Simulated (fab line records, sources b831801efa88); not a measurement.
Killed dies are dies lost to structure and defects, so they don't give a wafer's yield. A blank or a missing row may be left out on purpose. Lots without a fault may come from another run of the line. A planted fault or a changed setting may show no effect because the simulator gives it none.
Which tool did it? | flow sky130 | 6 lots, 18 wafers sampled, at 1 step of a route of 708

WHAT THE GAUGES READ, wafer by wafer
SKY_GATE_OXIDE_TW_MEAS_14.
lot  | measured     | on            | GATE_OXIDE_TW
L385 | day 14 15:09 | film_metro-02 | 220.5 221.7 222.7
L387 | day 15 09:35 | film_metro-02 | 222.1 222.2 222.5
L390 | day 16 19:24 | film_metro-04 | 222.7 223.5 224.0
L396 | day 18 09:51 | film_metro-04 | 224.3 223.8 224.5
L401 | day 20 07:13 | film_metro-01 | 225.9 225.0 226.0
L404 | day 21 08:05 | film_metro-01 | 226.1 225.4 225.2

WHICH TOOL RAN EACH LOT (tool, then ch and the chambers of the sampled wafers, then the start)
The record holds no process step before these readings.

THE ANSWER, worked out from the rows above alone
Rule: what is usual is taken from the lots themselves. Put in order of their means at a reading, lots are off if they are a third of the lots or fewer, leave a main group of 4 or more, and stand apart from it by a gap of 3 or more times the standard deviation of the main group's means; of several such gaps the widest counts. A main group whose means are all the same, to the digits that the tables above print for the reading, isn't used. A lot without any number at a reading at which 4 lots or more have one is off too. The other lots that the step has rows for count as sound.
No lot is off at any reading shown: from this, nothing can be told.

WHAT THE SIMULATOR HAD PUT IN
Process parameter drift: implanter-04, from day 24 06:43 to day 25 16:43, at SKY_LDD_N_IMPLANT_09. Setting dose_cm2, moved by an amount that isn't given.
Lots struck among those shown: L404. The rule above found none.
